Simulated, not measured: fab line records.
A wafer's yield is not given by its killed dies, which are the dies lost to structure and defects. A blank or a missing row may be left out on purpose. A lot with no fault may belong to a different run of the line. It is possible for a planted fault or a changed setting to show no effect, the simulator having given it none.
A lot that was struck, set against a sound lot | flow sky130 | 31 steps out of a route of 708
Sound: these wafers, L637.1, L637.5, L637.6. Struck: wafer L643.4 (left out: L643.3, a lot-mate that was not struck); the cause follows at the end.
At each step with rows: each side's tool, then ch and its chambers, then its first start. Under that, the readings that differ: sound wafers | struck wafers | difference of the means | sigmas: that difference in standard deviations of wafers without a fault.
alike: same words and numbers on both sides, and readings whose means sit less than 2 such deviations apart. not compared: any withheld reading, any reading some wafer has no value for, any bound like >300 that may hide the same value, and any number with overlapping values for which the record gives no deviation.
The two part at a step that has a row with sigmas, a row that says differs or no value, or rows on one side only. Non-overlapping numbers with no deviation appear without sigmas and do not part them. A reading that every wafer of one side lacks parts them only if that side has two wafers or more.

SKY_LI_CONTACT_OVL_MEAS_13:
  sound on overlay-01, day 34 04:08; struck on overlay-02, day 36 03:08
  alike: LI_CONTACT_OVL
SKY_LI_CONTACT_ETCH_14: etches BARC in N2/H2, stops on SiO2, time 45.9 s, target depth 60 nm.
  sound on rieDiel-02 ch 0,2,3, day 34 04:10; struck on rieDiel-02 ch 0, day 36 03:10
  alike: drypumpMotorCurrentA, oesProductAu, throttleValvePct
  not compared: rfHoursCounterH
SKY_LI_CONTACT_ETCH_15: etches PSG in C4F8/O2/Ar, stops on Si, target depth 600 nm.
  sound on rieDiel-02 ch 0,2,3, day 34 04:13; struck on rieDiel-02 ch 0, day 36 03:13
  alike: oesProductAu
SKY_LI_CONTACT_STRIP_16: strips in O2/N2.
  sound on plasmaAsher-03 ch 0,1, day 34 04:18; struck on plasmaAsher-03 ch 0, day 36 03:20
  alike: drypumpMotorCurrentA, o2FlowSccm, oesProductAu, stripTimeToEndpointS
  not compared: rfHoursCounterH
then, 3 steps without rows for these wafers: SKY_LI_CONTACT_CLEAN_17 (cleans in NMP, time 600 s); SKY_LI_CONTACT_PRE_CLEAN_18 (time 5.6 s); SKY_LI_CONTACT_SPUTTER_19 (material Ti, target thk 20 nm, time 106.37 s).
SKY_LI_CONTACT_SPUTTER_20: material TiN, target thk 20 nm, time 80 s.
  sound on pvdSputter-02, day 34 04:40; struck on pvdSputter-04, day 36 03:40
  alike: throttleValvePct
then, 1 step without rows for these wafers: SKY_LI_CONTACT_CVD_21 (deposits W, target thk 400 nm, time 120.56 s).
SKY_LI_CONTACT_RS_MEAS_22: measurement is done with a four-point probe.
  sound on filmMetro-03, day 34 04:51; struck on filmMetro-02, day 36 03:53
  alike: LI_CONTACT_W_RS
SKY_LI_CONTACT_THK_MEAS_23: measures by xrf.
  sound on filmMetro-03, day 34 04:58; struck on filmMetro-02, day 36 03:59
  alike: LI_CONTACT_W_THK
then, 1 step without rows for these wafers: SKY_LI_CONTACT_CMP_24 (polishes, stops on PSG, t overpolish 20 s, target thk 0 nm).
SKY_LOCAL_INTERCONNECT_SPUTTER_00: material TiN, target thk 100 nm, time 83.3 s.
  sound on pvdSputter-03, day 34 05:20; struck on pvdSputter-03, day 36 04:20
reading                                               | sound             | struck | difference | sigmas
model.TiN_of_LOCAL_INTERCONNECT_SPUTTER_00.thkNm (nm) | 99.49 99.78 99.61 | 102.1  | +2.5       | 
  alike: throttleValvePct
SKY_LOCAL_INTERCONNECT_RS_MEAS_01: measurement is done with a four-point probe.
  sound on filmMetro-02, day 34 05:24; struck on filmMetro-04, day 36 04:26
reading                            | sound             | struck | difference | sigmas
LOCAL_INTERCONNECT_TIN_RS (ohm/sq) | 14.21 14.19 14.20 | 13.80  | -0.40      | -2
SKY_LOCAL_INTERCONNECT_THK_MEAS_02: measures by xrf.
  sound on filmMetro-02, day 34 05:31; struck on filmMetro-04, day 36 04:32
  alike: LOCAL_INTERCONNECT_TIN_THK
then, 8 steps without rows for these wafers: SKY_LOCAL_INTERCONNECT_DEHYDRATE_03 (time 60 s); SKY_LOCAL_INTERCONNECT_HMDS_04 (prime time 60 s); SKY_LOCAL_INTERCONNECT_COAT_05 (resist thk 60 nm); SKY_LOCAL_INTERCONNECT_COAT_06 (resist thk 450 nm); SKY_LOCAL_INTERCONNECT_SOFTBAKE_07 (time 90 s); SKY_LOCAL_INTERCONNECT_EXPOSE_08 (exposes mask LI1M, target cd 170 nm); SKY_LOCAL_INTERCONNECT_PEB_09; SKY_LOCAL_INTERCONNECT_DEVELOP_10 (develop time 60 s).
SKY_LOCAL_INTERCONNECT_CD_MEAS_11 targets a cd of 170 nm.
  sound on cdSem-01, day 35 07:29; struck on cdSem-01, day 37 06:54
  alike: cdNm
SKY_LOCAL_INTERCONNECT_OVL_MEAS_12:
  sound on overlay-02, day 35 07:36; struck on overlay-01, day 37 07:00
  alike: LOCAL_INTERCONNECT_OVL
SKY_LOCAL_INTERCONNECT_ETCH_13: etches BARC in N2/H2, stops on SiO2, time 45.9 s, target depth 60 nm.
  sound on rieMetal-02 ch 0,1, day 35 07:38; struck on rieMetal-03 ch 0, day 37 07:02
  alike: drypumpMotorCurrentA, oesProductAu, throttleValvePct
  not compared: rfHoursCounterH
SKY_LOCAL_INTERCONNECT_METAL_ETCH_14: etches TiN in Cl2/BCl3, stops on PSG, target depth 110 nm, time 31.4 s.
  sound on rieMetal-02 ch 0,1, day 35 07:42; struck on rieMetal-03 ch 0, day 37 07:06
reading                                      | sound             | struck | difference | sigmas
oesProductAu (a.u.)                          | 0.936 0.940 0.937 | 0.957  | +0.019     | +2
model.etch.depthNm (nm)                      | 99.49 99.78 99.61 | 102.1  | +2.5       | 
model.LOCAL_INTERCONNECT.featureDepthNm (nm) | 99.49 99.78 99.61 | 102.1  | +2.5       | 
  alike: drypumpMotorCurrentA, throttleValvePct
  not compared: rfHoursCounterH
then, 1 step without rows for these wafers: SKY_LOCAL_INTERCONNECT_STRIP_15 (strips in O2/N2).
SKY_LOCAL_INTERCONNECT_STRIP_16: strips in post etch residue remover, time 1200 s.
  sound on wetBench-04 ch 3, day 35 07:51; struck on wetBench-01 ch 1, day 37 07:14
reading                                               | sound             | struck | difference | sigmas
model.TiN_of_LOCAL_INTERCONNECT_SPUTTER_00.thkNm (nm) | 99.07 99.36 99.19 | 101.7  | +2.5       | 
then, 1 step without rows for these wafers: SKY_LOCAL_INTERCONNECT_CLEAN_17 (cleans in IPA, time 180 s).
-- the record jumps here: 14 days lie between the struck wafers' starts before and after (it left off in module LOCAL_INTERCONNECT and takes up again in module PAD_OPEN, whose first step shown is number 708 of the route) --
SKY_PAD_OPEN_PROBE_99:
  sound on prober-01, day 49 23:05; struck on prober-01, day 51 06:33
reading                     | sound             | struck | difference | sigmas
killedAtContacts            | 25 24 33          | 14     | -13        | -3
model.etest.resLi.lineOhmUm | 76.24 74.61 75.62 | 72.68  | -2.81      | 
model.etest.resLi.rsOhmSq   | 12.79 12.88 12.8  | 12.52  | -0.30      | 
  alike: killed_at_M0_to_M3, killed_at_M4_up, killedAtFrontEnd, killedAtOther, killedDies, killedOpen, killedShort

== WHERE THEY PART ==
At SKY_LOCAL_INTERCONNECT_RS_MEAS_01 first; at SKY_PAD_OPEN_PROBE_99 last (within this record only).

WHY: whatever the simulator had introduced
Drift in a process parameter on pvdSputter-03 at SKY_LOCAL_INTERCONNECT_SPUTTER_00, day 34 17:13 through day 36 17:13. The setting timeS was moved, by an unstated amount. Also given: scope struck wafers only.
